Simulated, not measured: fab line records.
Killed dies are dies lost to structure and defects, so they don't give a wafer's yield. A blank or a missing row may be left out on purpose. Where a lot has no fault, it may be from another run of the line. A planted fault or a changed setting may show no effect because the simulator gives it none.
Which tool was responsible? :: flow gf180mcu :: 12 lots with 36 wafers sampled at 6 steps, on a route of 602 steps

== WHAT THE GAUGES SHOWED, per wafer ==
GF_CONTACT_THK_MEAS_26: measures by xrf.
lot: L609
measured: day 15 23:01
on: film_metro-02
CONTACT_W_THK (nm): 298 296 305

lot: L611
measured: day 16 22:27
on: film_metro-01
CONTACT_W_THK (nm): 298 298 296

lot: L612
measured: day 17 01:20
on: film_metro-04
CONTACT_W_THK (nm): 304 305 306

lot: L615
measured: day 18 08:51
on: film_metro-04
CONTACT_W_THK (nm): 310 308 309

lot: L614
measured: day 18 10:52
on: film_metro-04
CONTACT_W_THK (nm): 305 304 304

lot: L616
measured: day 18 19:05
on: film_metro-02
CONTACT_W_THK (nm): 298 298 298

lot: L624
measured: day 21 14:37
on: film_metro-04
CONTACT_W_THK (nm): 306 305 302

lot: L626
measured: day 22 07:15
on: film_metro-04
CONTACT_W_THK (nm): 298 300 302

lot: L627
measured: day 22 19:10
on: film_metro-01
CONTACT_W_THK (nm): 297 297 299

lot: L628
measured: day 23 00:19
on: film_metro-04
CONTACT_W_THK (nm): 304 295 302

lot: L629
measured: day 23 06:22
on: film_metro-01
CONTACT_W_THK (nm): 299 297 302

lot: L631
measured: day 23 22:05
on: film_metro-01
CONTACT_W_THK (nm): 292 301 287

GF_M1_OVL_MEAS_15.
lot: L609
measured: day 16 22:19
on: overlay-01
M1_OVL (nm): 4 5 2

lot: L611
measured: day 17 22:13
on: overlay-01
M1_OVL (nm): -3 -1 -2

lot: L612
measured: day 18 00:49
on: overlay-01
M1_OVL (nm): -9 1 -11

lot: L615
measured: day 19 09:17
on: overlay-02
M1_OVL (nm): -9 -6 0

lot: L614
measured: day 19 11:34
on: overlay-02
M1_OVL (nm): 5 -8 -9

lot: L616
measured: day 19 20:35
on: overlay-02
M1_OVL (nm): 5 -5 -1

lot: L624
measured: day 22 13:53
on: overlay-01
M1_OVL (nm): -5 -7 2

lot: L626
measured: day 23 07:18
on: overlay-01
M1_OVL (nm): -3 4 4

lot: L627
measured: day 23 18:58
on: overlay-02
M1_OVL (nm): -4 1 5

lot: L628
measured: day 23 23:23
on: overlay-02
M1_OVL (nm): 6 -2 -4

lot: L629
measured: day 24 05:28
on: overlay-02
M1_OVL (nm): 4 8 3

lot: L631
measured: day 24 20:37
on: overlay-02
M1_OVL (nm): 3 -5 -2

GF_V1_THK_MEAS_01.
lot: L609
measured: day 16 23:05
on: film_metro-02
V1_CVD_00_THK (nm): 597 589 591

lot: L611
measured: day 17 23:01
on: film_metro-03
V1_CVD_00_THK (nm): 596 583 604

lot: L612
measured: day 18 01:36
on: film_metro-03
V1_CVD_00_THK (nm): 593 597 595

lot: L615
measured: day 19 10:11
on: film_metro-03
V1_CVD_00_THK (nm): 594 593 587

lot: L614
measured: day 19 12:36
on: film_metro-01
V1_CVD_00_THK (nm): 1187 1208 1165

lot: L616
measured: day 19 21:36
on: film_metro-02
V1_CVD_00_THK (nm): 1168 1181 1189

lot: L624
measured: day 22 14:55
on: film_metro-03
V1_CVD_00_THK (nm): 1192 1206 1187

lot: L626
measured: day 23 08:05
on: film_metro-03
V1_CVD_00_THK (nm): 612 603 596

lot: L627
measured: day 23 19:44
on: film_metro-01
V1_CVD_00_THK (nm): 605 579 600

lot: L628
measured: day 24 00:22
on: film_metro-03
V1_CVD_00_THK (nm): 594 602 601

lot: L629
measured: day 24 06:23
on: film_metro-03
V1_CVD_00_THK (nm): 598 597 588

lot: L631
measured: day 24 21:24
on: film_metro-03
V1_CVD_00_THK (nm): 597 596 599

GF_V1_BOW_MEAS_05.
lot: L609
measured: day 16 23:35
on: film_metro-02
V1_BOW (um): 92 73 102

lot: L611
measured: day 17 23:32
on: film_metro-03
V1_BOW (um): 79 92 80

lot: L612
measured: day 18 02:07
on: film_metro-02
V1_BOW (um): 79 75 82

lot: L615
measured: day 19 10:41
on: film_metro-03
V1_BOW (um): 95 87 82

lot: L614
measured: day 19 13:07
on: film_metro-03
V1_BOW (um): 105 103 107

lot: L616
measured: day 19 22:05
on: film_metro-02
V1_BOW (um): 106 100 100

lot: L624
measured: day 22 15:56
on: film_metro-03
V1_BOW (um): 96 102 102

lot: L626
measured: day 23 08:34
on: film_metro-03
V1_BOW (um): 79 85 85

lot: L627
measured: day 23 20:15
on: film_metro-01
V1_BOW (um): 94 74 82

lot: L628
measured: day 24 00:52
on: film_metro-03
V1_BOW (um): 89 81 82

lot: L629
measured: day 24 06:54
on: film_metro-03
V1_BOW (um): 81 85 81

lot: L631
measured: day 24 21:55
on: film_metro-02
V1_BOW (um): 80 81 83

== WHICH TOOL RAN EACH LOT (tool, then ch and the chambers of the sampled wafers, then the start) ==
lot: L609
GF_M1_SPUTTER_00: pvd_sputter-04, day 15 23:28
GF_V1_CVD_00: hdpcvd-01 ch 0,2, day 16 23:00

lot: L611
GF_M1_SPUTTER_00: pvd_sputter-03, day 16 22:48
GF_V1_CVD_00: hdpcvd-01 ch 0,1,2, day 17 22:56

lot: L612
GF_M1_SPUTTER_00: pvd_sputter-02, day 17 01:41
GF_V1_CVD_00: hdpcvd-02 ch 0,2, day 18 01:31

lot: L615
GF_M1_SPUTTER_00: pvd_sputter-03, day 18 09:13
GF_V1_CVD_00: hdpcvd-02 ch 0,1,2, day 19 10:07

lot: L614
GF_M1_SPUTTER_00: pvd_sputter-02, day 18 11:12
GF_V1_CVD_00: hdpcvd-02 ch 0,1,2, day 19 12:16

lot: L616
GF_M1_SPUTTER_00: pvd_sputter-02, day 18 19:27
GF_V1_CVD_00: hdpcvd-02 ch 0,1, day 19 21:17

lot: L624
GF_M1_SPUTTER_00: pvd_sputter-04, day 21 14:59
GF_V1_CVD_00: hdpcvd-01 ch 0,1, day 22 14:35

lot: L626
GF_M1_SPUTTER_00: pvd_sputter-04, day 22 07:37
GF_V1_CVD_00: hdpcvd-01 ch 0,2, day 23 08:00

lot: L627
GF_M1_SPUTTER_00: pvd_sputter-02, day 22 19:31
GF_V1_CVD_00: hdpcvd-01 ch 0,1,2, day 23 19:39

lot: L628
GF_M1_SPUTTER_00: pvd_sputter-02, day 23 00:39
GF_V1_CVD_00: hdpcvd-01 ch 0,1, day 24 00:16

lot: L629
GF_M1_SPUTTER_00: pvd_sputter-03, day 23 06:42
GF_V1_CVD_00: hdpcvd-01 ch 0,1,2, day 24 06:19

lot: L631
GF_M1_SPUTTER_00: pvd_sputter-02, day 23 22:26
GF_V1_CVD_00: hdpcvd-01 ch 1,2, day 24 21:19
- GF_M1_SPUTTER_00: material Ti, target thk 37.5 nm, time 150 s.
- GF_V1_CVD_00: deposits SiO2, target thk 600 nm, time 100 s.

== AS READ BY THE TOOLS THEMSELVES (means over the sampled wafers that have a number; for cases with no such wafer, the mark the record gives instead) ==
GF_M1_SPUTTER_00.
lot: L609
tool: pvd_sputter-04
chamber_pressure_pa (Pa): 2.004
throttle_valve_pct (%): 30.0

lot: L611
tool: pvd_sputter-03
chamber_pressure_pa (Pa): 2.003
throttle_valve_pct (%): 30.4

lot: L612
tool: pvd_sputter-02
chamber_pressure_pa (Pa): 2.001
throttle_valve_pct (%): 30.5

lot: L615
tool: pvd_sputter-03
chamber_pressure_pa (Pa): 2.002
throttle_valve_pct (%): 30.3

lot: L614
tool: pvd_sputter-02
chamber_pressure_pa (Pa): 2.002
throttle_valve_pct (%): 29.8

lot: L616
tool: pvd_sputter-02
chamber_pressure_pa (Pa): 1.999
throttle_valve_pct (%): 29.2

lot: L624
tool: pvd_sputter-04
chamber_pressure_pa (Pa): 1.999
throttle_valve_pct (%): 30.0

lot: L626
tool: pvd_sputter-04
chamber_pressure_pa (Pa): 2.000
throttle_valve_pct (%): 29.7

lot: L627
tool: pvd_sputter-02
chamber_pressure_pa (Pa): 2.002
throttle_valve_pct (%): 30.7

lot: L628
tool: pvd_sputter-02
chamber_pressure_pa (Pa): 2.003
throttle_valve_pct (%): 31.1

lot: L629
tool: pvd_sputter-03
chamber_pressure_pa (Pa): 2.002
throttle_valve_pct (%): 29.9

lot: L631
tool: pvd_sputter-02
chamber_pressure_pa (Pa): 2.002
throttle_valve_pct (%): 29.9

GF_V1_CVD_00.
lot: L609
tool: hdpcvd-01
sih4_flow_sccm (sccm): 60.09

lot: L611
tool: hdpcvd-01
sih4_flow_sccm (sccm): 60.02

lot: L612
tool: hdpcvd-02
sih4_flow_sccm (sccm): 59.93

lot: L615
tool: hdpcvd-02
sih4_flow_sccm (sccm): 60.11

lot: L614
tool: hdpcvd-02
sih4_flow_sccm (sccm): 59.80

lot: L616
tool: hdpcvd-02
sih4_flow_sccm (sccm): 60.03

lot: L624
tool: hdpcvd-01
sih4_flow_sccm (sccm): 60.15

lot: L626
tool: hdpcvd-01
sih4_flow_sccm (sccm): 60.18

lot: L627
tool: hdpcvd-01
sih4_flow_sccm (sccm): 59.88

lot: L628
tool: hdpcvd-01
sih4_flow_sccm (sccm): 59.83

lot: L629
tool: hdpcvd-01
sih4_flow_sccm (sccm): 60.24

lot: L631
tool: hdpcvd-01
sih4_flow_sccm (sccm): 59.81

== THE ANSWER, worked out from the rows above alone ==
Rule: the lots themselves supply what counts as usual. Put in order of their means at a reading, lots are off if they are a third of the lots or fewer, leave a main group of 4 or more, and stand apart from it by a gap of 3 or more times the standard deviation of the main group's means; of several such gaps the widest counts. Not used: any main group whose means are identical at the precision the tables above print for the reading. A lot without any number at a reading at which 4 lots or more have one is off too. All remaining lots with rows at the step are treated as sound. The gauges are gone through in route order, then the tools' own readings, and for those a lot's mean is taken as printed above. At the first step where some lot is off, the reading lying furthest off is the one used; lots without a number count as furthest.
Off: L614, L616, L624, seen at GF_V1_THK_MEAS_01 (V1_CVD_00_THK). Mean 596 nm and standard deviation 3.5 in the main group.
If a tool, at a process step before that reading, ran all the lots that are off and no sound lot after the first of them, it fits. The gauges at GF_V1_THK_MEAS_01 are tried like those tools. Not one of the candidates tried fits.

== WHAT THE SIMULATOR HAD PUT IN ==
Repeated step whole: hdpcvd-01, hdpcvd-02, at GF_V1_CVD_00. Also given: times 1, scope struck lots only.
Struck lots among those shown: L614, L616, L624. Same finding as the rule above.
